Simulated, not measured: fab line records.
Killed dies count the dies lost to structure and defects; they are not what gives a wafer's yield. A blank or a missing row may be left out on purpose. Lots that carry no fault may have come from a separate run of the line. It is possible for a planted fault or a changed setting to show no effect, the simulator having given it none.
The tool behind it: which one? / flow sky130 / 14 lots, 42 wafers sampled, at 3 steps of a route of 708

WHAT THE GAUGES SHOWED, per wafer
SKY_POLY_GATE_CD_MEAS_13: the cd target is 150 nm. Usual: cd nm 149.7 nm, standard deviation 1.6.
lot=L495; measured=day 17 15:45; on=cd sem-02; cd nm (nm)=153.1 154.3 154.1; flag=
lot=L494; measured=day 17 18:11; on=cd sem-01; cd nm (nm)=150.4 149.4 149.7; flag=
lot=L496; measured=day 17 18:26; on=cd sem-01; cd nm (nm)=150.9 151.0 151.6; flag=
lot=L497; measured=day 17 22:04; on=cd sem-01; cd nm (nm)=149.1 149.1 149.0; flag=
lot=L498; measured=day 18 13:12; on=cd sem-01; cd nm (nm)=148.9 149.2 148.9; flag=
lot=L499; measured=day 19 01:00; on=cd sem-02; cd nm (nm)=149.5 149.6 149.7; flag=
lot=L500; measured=day 19 05:38; on=cd sem-02; cd nm (nm)=149.2 149.6 150.0; flag=
lot=L502; measured=day 19 09:11; on=cd sem-02; cd nm (nm)=145.7 145.3 145.9; flag=
lot=L505; measured=day 20 17:36; on=cd sem-01; cd nm (nm)=149.3 148.1 149.9; flag=
lot=L506; measured=day 21 04:12; on=cd sem-01; cd nm (nm)=149.8 150.4 150.1; flag=
lot=L508; measured=day 21 15:20; on=cd sem-01; cd nm (nm)=151.1 150.3 149.3; flag=
lot=L515; measured=day 24 10:28; on=cd sem-01; cd nm (nm)=148.7 149.6 149.0; flag=
lot=L517; measured=day 24 13:40; on=cd sem-01; cd nm (nm)=150.2 150.0 150.7; flag=
lot=L516; measured=day 24 15:33; on=cd sem-01; cd nm (nm)=149.1 150.5 150.0; flag=

SKY_LDD_P_CD_MEAS_07: the cd target is 380 nm. Usual: cd nm 379.8 nm, standard deviation 2.4.
lot=L495; measured=day 20 09:07; on=cd sem-01; cd nm (nm)=379.8 379.4 382.7; flag=
lot=L494; measured=day 20 11:44; on=cd sem-02; cd nm (nm)=380.3 381.4 380.4; flag=
lot=L496; measured=day 20 11:58; on=cd sem-01; cd nm (nm)=377.8 380.4 379.8; flag=
lot=L497; measured=day 20 14:22; on=cd sem-01; cd nm (nm)=380.9 380.7 380.9; flag=
lot=L498; measured=day 21 05:35; on=cd sem-01; cd nm (nm)=380.1 379.4 378.8; flag=
lot=L499; measured=day 21 17:37; on=cd sem-01; cd nm (nm)=379.9 379.6 379.4; flag=
lot=L500; measured=day 21 22:49; on=cd sem-01; cd nm (nm)=377.5 376.8 378.5; flag=
lot=L502; measured=day 22 02:50; on=cd sem-02; cd nm (nm)=380.7 381.4 381.1; flag=
lot=L505; measured=day 23 09:53; on=cd sem-01; cd nm (nm)=- - -; flag=OFF
lot=L506; measured=day 23 20:58; on=cd sem-02; cd nm (nm)=- - -; flag=OFF
lot=L508; measured=day 24 07:58; on=cd sem-01; cd nm (nm)=379.2 379.4 378.6; flag=
lot=L515; measured=day 27 00:46; on=cd sem-02; cd nm (nm)=380.7 380.9 379.3; flag=
lot=L517; measured=day 27 03:12; on=cd sem-02; cd nm (nm)=381.4 382.5 379.5; flag=
lot=L516; measured=day 27 04:46; on=cd sem-02; cd nm (nm)=381.1 383.8 381.5; flag=

WHICH TOOL RAN EACH LOT (tool, then ch and the chambers of the sampled wafers, then the start)
lot=L495; SKY_LDD_P_DEVELOP_06=litho track-03 ch 0, day 20 08:58
lot=L494; SKY_LDD_P_DEVELOP_06=litho track-04 ch 0, day 20 11:35
lot=L496; SKY_LDD_P_DEVELOP_06=litho track-03 ch 0, day 20 11:49
lot=L497; SKY_LDD_P_DEVELOP_06=litho track-03 ch 0, day 20 14:13
lot=L498; SKY_LDD_P_DEVELOP_06=litho track-04 ch 0, day 21 05:26
lot=L499; SKY_LDD_P_DEVELOP_06=litho track-01 ch 0, day 21 17:28
lot=L500; SKY_LDD_P_DEVELOP_06=litho track-03 ch 0, day 21 22:40
lot=L502; SKY_LDD_P_DEVELOP_06=litho track-04 ch 0, day 22 02:41
lot=L505; SKY_LDD_P_DEVELOP_06=litho track-01, day 23 09:44
lot=L506; SKY_LDD_P_DEVELOP_06=litho track-04, day 23 20:50
lot=L508; SKY_LDD_P_DEVELOP_06=litho track-03 ch 0, day 24 07:49
lot=L515; SKY_LDD_P_DEVELOP_06=litho track-03 ch 0, day 27 00:37
lot=L517; SKY_LDD_P_DEVELOP_06=litho track-04 ch 0, day 27 03:04
lot=L516; SKY_LDD_P_DEVELOP_06=litho track-03 ch 0, day 27 04:37
- SKY_LDD_P_DEVELOP_06: develop time 60 s.

WHAT THE TOOLS THEMSELVES READ (means of the sampled wafers that have a number; where no wafer has one, the mark that the record gives instead)
SKY_LDD_P_DEVELOP_06. Usual: chill plate temp C 23.00 C, standard deviation 0.1.
lot=L495; tool=litho track-03; chill plate temp C (C)=23.04; flag=
lot=L494; tool=litho track-04; chill plate temp C (C)=23.10; flag=
lot=L496; tool=litho track-03; chill plate temp C (C)=22.89; flag=
lot=L497; tool=litho track-03; chill plate temp C (C)=23.03; flag=
lot=L498; tool=litho track-04; chill plate temp C (C)=22.93; flag=
lot=L499; tool=litho track-01; chill plate temp C (C)=23.05; flag=
lot=L500; tool=litho track-03; chill plate temp C (C)=23.07; flag=
lot=L502; tool=litho track-04; chill plate temp C (C)=22.95; flag=
lot=L505; tool=litho track-01; chill plate temp C (C)=-; flag=OFF
lot=L506; tool=litho track-04; chill plate temp C (C)=-; flag=OFF
lot=L508; tool=litho track-03; chill plate temp C (C)=22.89; flag=
lot=L515; tool=litho track-03; chill plate temp C (C)=23.19; flag=
lot=L517; tool=litho track-04; chill plate temp C (C)=23.02; flag=
lot=L516; tool=litho track-03; chill plate temp C (C)=22.95; flag=

THE ANSWER, worked out from the rows above alone
Rule: a lot is off if the mean of its wafers that have a number lies more than 3 standard deviations from the usual mean. Also off: a lot with no number at a reading for which 4 or more lots have one. Where the step has rows for the other lots, those lots are counted as sound. First the gauges in route order, then the tools' own readings, where a lot's mean is used as printed above. The first step at which some lot is off is used, and at that step the reading that is off furthest; a lot without a number counts as furthest.
Off at SKY_LDD_P_CD_MEAS_07 (cd nm): L505, L506. Without a number there: L505, L506.
A tool fits if, at a process step before that reading, it ran every lot that is off, and no sound lot after the first of them. The gauges at SKY_LDD_P_CD_MEAS_07 aren't tried: what is off there is off at SKY_LDD_P_DEVELOP_06 too, on other tools, and a gauge's error can't cause that. Not one of the candidates tried fits.

WHAT HAD BEEN PUT IN BY THE SIMULATOR
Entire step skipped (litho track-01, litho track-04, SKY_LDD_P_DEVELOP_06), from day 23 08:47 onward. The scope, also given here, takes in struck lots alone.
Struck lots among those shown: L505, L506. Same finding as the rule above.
